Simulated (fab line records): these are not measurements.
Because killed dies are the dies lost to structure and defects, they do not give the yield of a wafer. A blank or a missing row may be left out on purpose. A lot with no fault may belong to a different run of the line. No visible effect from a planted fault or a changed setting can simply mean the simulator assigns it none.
fab line records ; flow gf180mcu
record: lots: 14; wafers: 42; last_day: 34
route steps=602 shown M4@462 V4@497 MIM@503
lots that met no fault: taken from a fault-free run of the same line
start_h: the number of hours between the record's first day and the start of the first shown wafer of the lot ; wait_h: hours from the lot's prior step to this one ; " same as the row above ; L1.1+2: several wafers, shown together as one row ; - no value, or no start was given ; * or withheld: withheld ; < > ~ a bound
route shown NAME@n: NAME is a module with steps in the file, n the number in the route of the first one ; usual: average and standard deviation across the fault-free wafers ; same: alike in all rows ; chamber/n: place in a boat ; sites: the reading at each site ; _std_site: the values' standard deviation ; _edge_site: outer sites' mean less inner sites' ; radius_mm: how far each site lies from the wafer's centre ; mask NAME#n: copy n ; behind: the tool/chamber that last shaped the wafer ; hold: why the lot went on hold/how many hours it stayed there/how the hold came to an end ; device: which transistor (n, p or np) failed to switch ; end of line: the same wafers' tests at the end of the route ; step lacking rows: just its recipe ; killed: count of dies lost to structure and defects at first sort (not the wafer's yield) ; map: shows each die of a wafer: x if killed, . if not, _ if none is there
set.NAME: the run value of the setting; set.NAME@STEP: its run value at that earlier step ; model.NAME: the simulator's own value behind a step, which no gauge read
a sample of lots followed through the steps of the route, with each step as a table and each wafer as a row
services: a tool's chamber out of use, with start hour (start_h, from the record's first day; less than 0 if before it), hours out, and reason
== steps ==
step: GF_M4_THK_MEAS_06
recipe: thk_meas_gauge: xrf; reads: AlCu_of_M4_SPUTTER_02
usual: M4_ALCU_THK: 448/4.5
lot.wafer;tool;chamber;start_h;wait_h;M4_ALCU_THK[nm]
L578.1;film_metro-02;-;527.17;0.1;449
L578.2;film_metro-02;-;527.17;0.1;450
L578.4;film_metro-02;-;527.17;0.1;452
L579.2;film_metro-03;-;539.42;0.1;453
L579.4;film_metro-03;-;539.42;0.1;451
L579.5;film_metro-03;-;539.42;0.1;453
L580.1;film_metro-03;-;545.62;0.1;453
L580.3;film_metro-03;-;545.62;0.1;452
L580.5;film_metro-03;-;545.62;0.1;455
L581.1;film_metro-03;-;556.38;0.1;450
L581.4;film_metro-03;-;556.38;0.1;451
L581.5;film_metro-03;-;556.38;0.1;447
L582.1;film_metro-02;-;564.90;0.1;445
L582.2;film_metro-02;-;564.90;0.1;448
L582.3;film_metro-02;-;564.90;0.1;452
L584.1;film_metro-02;-;586.23;0.1;445
L584.2;film_metro-02;-;586.23;0.1;444
L584.4;film_metro-02;-;586.23;0.1;447
L586.1;film_metro-03;-;603.14;0.1;453
L586.4;film_metro-03;-;603.14;0.1;453
L586.6;film_metro-03;-;603.14;0.1;450
L587.3;film_metro-01;-;606.45;0.1;450
L587.4;film_metro-01;-;606.45;0.1;452
L587.5;film_metro-01;-;606.45;0.1;459
L588.2;film_metro-02;-;616.77;0.1;446
L588.5;film_metro-02;-;616.77;0.1;445
L588.6;film_metro-02;-;616.77;0.1;450
L589.3;film_metro-02;-;620.38;0.1;446
L589.4;film_metro-02;-;620.38;0.1;441
L589.5;film_metro-02;-;620.38;0.1;446
L597.3;film_metro-01;-;676.74;0.1;444
L597.4;film_metro-01;-;676.74;0.1;445
L597.5;film_metro-01;-;676.74;0.1;446
L598.1;film_metro-01;-;685.78;0.1;436
L598.4;film_metro-01;-;685.78;0.1;440
L598.5;film_metro-01;-;685.78;0.1;438
L599.3;film_metro-01;-;690.51;0.1;453
L599.5;film_metro-01;-;690.51;0.1;452
L599.6;film_metro-01;-;690.51;0.1;447
L600.2;film_metro-03;-;697.48;0.1;451
L600.5;film_metro-03;-;697.48;0.1;446
L600.6;film_metro-03;-;697.48;0.1;449
step: GF_V4_SPUTTER_21
recipe: material: Ti; target_thk_nm: 15; chamber_pressure_pa: 5; power_w: 2500; substrate_temp_c: 200; time_s: 80.02
usual: cathode_dc_power_W: 2500.0/0.41; chamber_pressure_pa: 5.001/0.011; substrate_temp_c: 200.00/0.15; throttle_valve_pct: 30.5/0.83
lot.wafer;tool;chamber;start_h;wait_h;cathode_dc_power_W;chamber_pressure_pa;substrate_temp_c;throttle_valve_pct
L578.1;pvd_sputter-04;-;574.23;0.0;2499.6;4.998;199.91;31.8
L578.2;pvd_sputter-04;-;574.23;0.0;2499.4;5.006;200.14;30.1
L578.4;pvd_sputter-04;-;574.23;0.0;2500.4;4.996;200.23;29.9
L579.2;pvd_sputter-01;-;586.12;0.0;2499.3;4.996;200.14;31.3
L579.4;pvd_sputter-01;-;586.12;0.0;2500.1;4.995;199.84;30.4
L579.5;pvd_sputter-01;-;586.12;0.0;2499.9;5.035;199.84;31.0
L580.1;pvd_sputter-04;-;592.26;0.0;2499.8;4.991;200.06;29.9
L580.3;pvd_sputter-04;-;592.26;0.0;2499.9;5.006;200.12;30.0
L580.5;pvd_sputter-04;-;592.26;0.0;2499.6;5.010;200.10;31.7
L581.1;pvd_sputter-04;-;602.49;0.0;2500.1;4.998;200.01;29.5
L581.4;pvd_sputter-04;-;602.49;0.0;2500.4;4.983;200.04;31.6
L581.5;pvd_sputter-04;-;602.49;0.0;2499.7;5.003;199.96;30.2
L582.1;pvd_sputter-01;-;610.06;0.0;2500.4;5.001;200.15;30.8
L582.2;pvd_sputter-01;-;610.06;0.0;2499.8;5.004;200.04;30.3
L582.3;pvd_sputter-01;-;610.06;0.0;2500.1;4.999;199.78;30.8
L584.1;pvd_sputter-03;-;629.94;0.0;2499.7;4.997;199.96;28.9
L584.2;pvd_sputter-03;-;629.94;0.0;2499.8;5.010;199.84;30.2
L584.4;pvd_sputter-03;-;629.94;0.0;2500.7;4.988;199.75;31.1
L586.1;pvd_sputter-04;-;645.97;0.0;2499.4;4.993;200.44;30.2
L586.4;pvd_sputter-04;-;645.97;0.0;2500.4;5.011;199.79;31.8
L586.6;pvd_sputter-04;-;645.97;0.0;2500.7;5.002;200.08;31.6
L587.3;pvd_sputter-01;-;650.22;0.0;2500.5;4.988;199.97;31.1
L587.4;pvd_sputter-01;-;650.22;0.0;2500.3;5.004;200.08;30.7
L587.5;pvd_sputter-01;-;650.22;0.0;2499.8;5.005;199.90;30.6
L588.2;pvd_sputter-01;-;659.99;0.0;2500.3;5.003;200.15;30.5
L588.5;pvd_sputter-01;-;659.99;0.0;2499.8;4.993;200.26;30.5
L588.6;pvd_sputter-01;-;659.99;0.0;2500.0;5.000;199.91;30.7
L589.3;pvd_sputter-04;-;662.87;0.0;2499.8;4.991;199.84;29.4
L589.4;pvd_sputter-04;-;662.87;0.0;2499.8;4.994;200.04;29.9
L589.5;pvd_sputter-04;-;662.87;0.0;2499.9;4.991;200.07;29.9
L597.3;pvd_sputter-01;-;715.72;0.0;2499.6;5.003;199.88;30.6
L597.4;pvd_sputter-01;-;715.72;0.0;2500.1;4.978;200.00;31.3
L597.5;pvd_sputter-01;-;715.72;0.0;2499.7;4.989;200.02;31.3
L598.1;pvd_sputter-01;-;724.32;0.0;2500.1;5.006;200.19;31.1
L598.4;pvd_sputter-01;-;724.32;0.0;2499.9;5.003;199.93;31.1
L598.5;pvd_sputter-01;-;724.32;0.0;2499.8;5.009;199.69;31.2
L599.3;pvd_sputter-04;-;730.51;0.0;2500.1;4.991;200.28;29.8
L599.5;pvd_sputter-04;-;730.51;0.0;2499.5;5.016;200.18;29.9
L599.6;pvd_sputter-04;-;730.51;0.0;2499.7;4.981;199.79;29.4
L600.2;pvd_sputter-04;-;736.27;0.0;2500.1;4.992;199.79;30.0
L600.5;pvd_sputter-04;-;736.27;0.0;2500.1;4.987;199.87;31.7
L600.6;pvd_sputter-04;-;736.27;0.0;2499.5;5.017;199.78;29.9
step: GF_V4_CVD_23
recipe: material: W; target_thk_nm: 350; time_s: 104.9; temp_c: 400; pressure_torr: 40
usual: heater_power_w: 820/84
lot.wafer;tool;chamber;start_h;wait_h;heater_power_w
L578.1;cvd_w-01;1;574.33;0.0;715
L578.2;cvd_w-01;0;574.33;0.0;797
L578.4;cvd_w-01;0;574.33;0.0;839
L579.2;cvd_w-02;0;586.22;0.0;929
L579.4;cvd_w-02;0;586.22;0.0;921
L579.5;cvd_w-02;0;586.22;0.0;917
L580.1;cvd_w-02;0;592.36;0.0;926
L580.3;cvd_w-02;1;592.36;0.0;743
L580.5;cvd_w-02;0;592.36;0.0;910
L581.1;cvd_w-02;0;602.59;0.0;880
L581.4;cvd_w-02;1;602.59;0.0;735
L581.5;cvd_w-02;0;602.59;0.0;905
L582.1;cvd_w-02;0;610.16;0.0;912
L582.2;cvd_w-02;1;610.16;0.0;750
L582.3;cvd_w-02;1;610.16;0.0;741
L584.1;cvd_w-02;0;630.04;0.0;913
L584.2;cvd_w-02;1;630.04;0.0;774
L584.4;cvd_w-02;1;630.04;0.0;740
L586.1;cvd_w-02;1;646.07;0.0;765
L586.4;cvd_w-02;1;646.07;0.0;754
L586.6;cvd_w-02;1;646.07;0.0;743
L587.3;cvd_w-02;1;650.35;0.1;759
L587.4;cvd_w-02;0;650.35;0.1;924
L587.5;cvd_w-02;0;650.35;0.1;909
L588.2;cvd_w-02;1;660.09;0.0;751
L588.5;cvd_w-02;0;660.09;0.0;924
L588.6;cvd_w-02;1;660.09;0.0;735
L589.3;cvd_w-02;1;663.01;0.1;757
L589.4;cvd_w-02;0;663.01;0.1;933
L589.5;cvd_w-02;1;663.01;0.1;758
L597.3;cvd_w-01;0;715.86;0.1;836
L597.4;cvd_w-01;1;715.86;0.1;736
L597.5;cvd_w-01;0;715.86;0.1;831
L598.1;cvd_w-01;1;724.42;0.0;713
L598.4;cvd_w-01;0;724.42;0.0;834
L598.5;cvd_w-01;1;724.42;0.0;747
L599.3;cvd_w-02;0;730.65;0.1;943
L599.5;cvd_w-02;0;730.65;0.1;922
L599.6;cvd_w-02;1;730.65;0.1;748
L600.2;cvd_w-02;1;736.37;0.0;751
L600.5;cvd_w-02;0;736.37;0.0;908
L600.6;cvd_w-02;1;736.37;0.0;747
step: GF_MIM_SPUTTER_00
recipe: material: Ti; target_thk_nm: 37.5; arriving_ion_energy_ev: 80; substrate_temp_c: 200; chamber_pressure_pa: 2; power_w: 4000; time_s: 150
usual: cathode_dc_power_W: 3999.9/0.7; chamber_pressure_pa: 2.000/0.0038; substrate_temp_c: 199.98/0.16; throttle_valve_pct: 30.5/1.2
lot.wafer;tool;chamber;start_h;wait_h;cathode_dc_power_W;chamber_pressure_pa;substrate_temp_c;throttle_valve_pct
L578.1;pvd_sputter-03;-;574.92;0.2;4001.2;1.992;199.95;31.4
L578.2;pvd_sputter-03;-;574.92;0.2;4000.3;2.002;199.72;28.8
L578.4;pvd_sputter-03;-;574.92;0.2;3998.5;2.001;199.87;30.6
L579.2;pvd_sputter-02;-;586.81;0.2;3999.8;1.993;199.81;32.1
L579.4;pvd_sputter-02;-;586.81;0.2;4000.1;2.000;200.03;28.8
L579.5;pvd_sputter-02;-;586.81;0.2;4000.6;1.997;200.13;32.1
L580.1;pvd_sputter-02;-;593.01;0.1;3998.9;1.997;199.79;32.1
L580.3;pvd_sputter-02;-;593.01;0.1;3999.6;2.001;199.58;30.9
L580.5;pvd_sputter-02;-;593.01;0.1;3999.5;1.998;199.77;31.3
L581.1;pvd_sputter-01;-;603.40;0.1;3999.9;2.004;200.19;30.6
L581.4;pvd_sputter-01;-;603.40;0.1;3999.6;2.001;200.08;31.1
L581.5;pvd_sputter-01;-;603.40;0.1;3999.5;2.001;200.28;30.5
L582.1;pvd_sputter-02;-;610.75;0.1;4000.8;1.991;200.22;30.9
L582.2;pvd_sputter-02;-;610.75;0.1;4001.1;1.995;200.03;29.0
L582.3;pvd_sputter-02;-;610.75;0.1;3997.5;2.002;200.01;32.0
L584.1;pvd_sputter-03;-;630.73;0.1;3999.7;1.997;199.92;31.4
L584.2;pvd_sputter-03;-;630.73;0.1;4000.6;1.998;199.94;31.1
L584.4;pvd_sputter-03;-;630.73;0.1;3999.3;2.003;199.94;28.9
L586.1;pvd_sputter-01;-;646.66;0.2;3998.9;2.000;200.11;30.5
L586.4;pvd_sputter-01;-;646.66;0.2;3998.8;2.001;199.78;31.0
L586.6;pvd_sputter-01;-;646.66;0.2;3998.9;1.996;199.89;31.1
L587.3;pvd_sputter-02;-;650.91;0.1;4000.1;1.994;200.10;32.0
L587.4;pvd_sputter-02;-;650.91;0.1;4000.3;2.007;200.19;32.1
L587.5;pvd_sputter-02;-;650.91;0.1;4001.4;1.997;200.24;28.7
L588.2;pvd_sputter-02;-;660.68;0.2;-;-;-;-
L588.5;pvd_sputter-02;-;660.68;0.2;-;-;-;-
L588.6;pvd_sputter-02;-;660.68;0.2;-;-;-;-
L589.3;pvd_sputter-01;-;663.56;0.1;-;-;-;-
L589.4;pvd_sputter-01;-;663.56;0.1;-;-;-;-
L589.5;pvd_sputter-01;-;663.56;0.1;-;-;-;-
L597.3;pvd_sputter-01;-;716.51;0.2;4000.7;2.002;200.18;30.5
L597.4;pvd_sputter-01;-;716.51;0.2;3999.5;2.009;199.99;30.6
L597.5;pvd_sputter-01;-;716.51;0.2;3998.8;2.005;199.85;31.3
L598.1;pvd_sputter-03;-;725.02;0.1;4000.5;1.999;199.98;31.6
L598.4;pvd_sputter-03;-;725.02;0.1;3999.4;1.998;200.17;31.1
L598.5;pvd_sputter-03;-;725.02;0.1;3999.9;2.006;199.92;28.8
L599.3;pvd_sputter-03;-;731.20;0.1;4000.1;1.999;199.71;30.6
L599.5;pvd_sputter-03;-;731.20;0.1;3999.4;2.005;200.16;31.2
L599.6;pvd_sputter-03;-;731.20;0.1;4001.2;1.999;199.91;30.5
L600.2;pvd_sputter-03;-;736.97;0.1;3999.4;1.994;199.75;31.5
L600.5;pvd_sputter-03;-;736.97;0.1;4000.1;2.003;199.78;28.9
L600.6;pvd_sputter-03;-;736.97;0.1;3999.0;2.002;200.07;30.9
== services ==
tool;chamber;start_h;hours;kind
pvd_sputter-02;-;570.33;1.1;repair
pvd_sputter-01;-;575.77;1.7;repair
pvd_sputter-02;-;587.07;2.3;repair
cvd_w-02;-;603.01;2.8;pm
pvd_sputter-03;-;658.35;2.7;repair
pvd_sputter-01;-;664.14;4.2;repair
cvd_w-01;-;706.62;0.6;repair
cvd_w-01;1;711.94;3.1;repair
== key ==
first_sign: step: GF_MIM_SPUTTER_00; reading: tool_record; direction: missing
effect none on later readings
met_at GF_MIM_SPUTTER_00
struck_lots L588,L589
later_rows_left_out L588.2,L588.5,L588.6,L589.3,L589.4,L589.5
sort_left_out L588.2,L588.5,L588.6,L589.3,L589.4,L589.5
not_acting_at GF_M4_THK_MEAS_06,GF_V4_SPUTTER_21,GF_V4_CVD_23
onset_between 650.91 660.68
fault: kind: skipped_step_whole; tool: pvd_sputter-01,pvd_sputter-02; chamber: -; onset_h: 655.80; steps: GF_MIM_SPUTTER_00; scope: struck_lots_only
sort_left_out: the simulated sort isn't trusted on such a fault, so these wafers' sort isn't shown, and their yield isn't known
later_rows_left_out: the simulator's readings of these wafers behind a module that went badly wrong aren't trusted and aren't shown, but for the sort
